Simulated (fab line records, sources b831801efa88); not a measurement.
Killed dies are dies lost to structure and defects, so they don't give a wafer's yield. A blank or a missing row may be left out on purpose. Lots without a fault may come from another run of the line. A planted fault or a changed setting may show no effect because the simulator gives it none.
A struck lot beside a sound one | flow sky130 | 18 steps out of a route of 708
Sound: wafers L448.3, L448.4, L448.5. Struck: wafer L458.2. (L458.4 of the same lot was not struck and is left out.) The cause comes at the end.
At each step with rows: each side's tool, then ch and its chambers, then its first start. Under that, the readings that differ: sound wafers | struck wafers | difference of the means | sigmas: that difference in standard deviations of wafers without a fault.
alike: readings whose means differ by less than 2 such deviations, and words and numbers that are the same on both sides. not compared: withheld readings, readings that some wafer has no value for, bounds like >300 that may hide the same value, and numbers for which the record gives no deviation and whose values overlap.
The two part at a step that has a row with sigmas, a row that says differs or no value, or rows on one side only. Numbers that don't overlap but have no deviation are shown without sigmas and don't part them. A reading that every wafer of one side lacks parts them only if that side has two wafers or more.

first, 3 steps without rows for these wafers: SKY_LI_CONTACT_EXPOSE_09 (exposes mask LICM1, target cd 170 nm); SKY_LI_CONTACT_PEB_10; SKY_LI_CONTACT_DEVELOP_11 (develop time 60 s).
SKY_LI_CONTACT_CD_MEAS_12: target cd 170 nm.
  sound on cd_sem-01, day 29 04:29; struck on cd_sem-01, day 32 13:49
  alike: cd_nm
SKY_LI_CONTACT_OVL_MEAS_13:
  sound on overlay-02, day 29 04:35; struck on overlay-01, day 32 13:55
  alike: LI_CONTACT_OVL
SKY_LI_CONTACT_ETCH_14: etches BARC in N2/H2, stops on SiO2, time 45.9 s, target depth 60 nm.
  sound on rie_diel-01 ch 0,1,2, day 29 04:37; struck on rie_diel-01 ch 0, day 32 13:56
  alike: drypump_motor_current_A, oes_product_au, throttle_valve_pct
  not compared: rf_hours_counter_h
SKY_LI_CONTACT_ETCH_15: etches PSG in C4F8/O2/Ar, stops on Si, target depth 600 nm.
  sound on rie_diel-01 ch 0,1,2, day 29 04:39; struck on rie_diel-01 ch 0, day 32 13:59
  alike: oes_product_au
SKY_LI_CONTACT_STRIP_16: strips in O2/N2.
  sound on plasma_asher-04 ch 0,1, day 29 04:46; struck on plasma_asher-02 ch 0, day 32 14:04
  reading                     | sound       | struck | difference                   | sigmas
  drypump_motor_current_A (A) | 5.9 5.8 5.8 | 6.6    | +0.8                         | +2
  rf_hours_counter_h (h)      | - - -       | 58     | no value on the sound wafers |
  alike: oes_product_au, strip_time_to_endpoint_s
then, 2 steps without rows for these wafers: SKY_LI_CONTACT_CLEAN_17 (cleans in NMP, time 600 s); SKY_LI_CONTACT_PRE_CLEAN_18 (time 5.6 s).
SKY_LI_CONTACT_SPUTTER_19: material Ti, target thk 20 nm, time 106.37 s.
  sound on pvd_sputter-01, day 29 05:02; struck on pvd_sputter-02, day 32 14:22
  reading                | sound          | struck | difference | sigmas
  throttle_valve_pct (%) | 28.9 30.1 29.0 | 31.8   | +2.5       | +2
  alike: substrate_temp_c
then, 1 step without rows for these wafers: SKY_LI_CONTACT_SPUTTER_20 (material TiN, target thk 20 nm, time 80 s).
SKY_LI_CONTACT_CVD_21: deposits W, target thk 400 nm, time 120.56 s.
  sound on cvd_w-02 ch 0,1, day 29 05:13; struck on cvd_w-02 ch 0, day 32 14:30
  reading                                  | sound           | struck | difference | sigmas
  model.W_of_LI_CONTACT_CVD_21.thk_nm (nm) | 400.3 401.8 402 | 494.2  | +92.8      |
  alike: heater_power_w
SKY_LI_CONTACT_RS_MEAS_22: measures by four-point-probe.
  sound on film_metro-02, day 29 05:20; struck on film_metro-01, day 32 14:39
  reading                  | sound             | struck | difference | sigmas
  LI_CONTACT_W_RS (ohm/sq) | 0.285 0.284 0.284 | 0.230  | -0.054     | -16
SKY_LI_CONTACT_THK_MEAS_23: measures by xrf.
  sound on film_metro-02, day 29 05:26; struck on film_metro-01, day 32 14:46
  reading               | sound       | struck | difference | sigmas
  LI_CONTACT_W_THK (nm) | 381 381 381 | 478    | +97        | +14
SKY_LI_CONTACT_CMP_24: polishes, stops on PSG, t overpolish 20 s, target thk 0 nm.
  sound on cmp-01 ch 1,2, day 29 05:28; struck on cmp-02 ch 1, day 32 14:55
  reading                | sound    | struck | difference | sigmas
  time_to_endpoint_s (s) | 96 99 97 | 118    | +21        | +6
  alike: edge_zone_pressure_frac, motor_current_A, slurry_filter_dp_kPa
SKY_LOCAL_INTERCONNECT_SPUTTER_00: material TiN, target thk 100 nm, time 83.3 s.
  sound on pvd_sputter-01, day 29 05:46; struck on pvd_sputter-01, day 32 15:07
  alike: substrate_temp_c, throttle_valve_pct
-- the record jumps here: 16 days lie between the struck wafers' starts before and after (it left off in module LOCAL_INTERCONNECT and takes up again in module PAD_OPEN, whose first step shown is number 708 of the route) --
SKY_PAD_OPEN_PROBE_99:
  the record has rows for the struck wafers here (prober-02, day 48 04:37) and none for the sound ones

WHERE THEY PART
First at SKY_LI_CONTACT_STRIP_16; last, within this record, at SKY_PAD_OPEN_PROBE_99.

WHY: what the simulator had put in
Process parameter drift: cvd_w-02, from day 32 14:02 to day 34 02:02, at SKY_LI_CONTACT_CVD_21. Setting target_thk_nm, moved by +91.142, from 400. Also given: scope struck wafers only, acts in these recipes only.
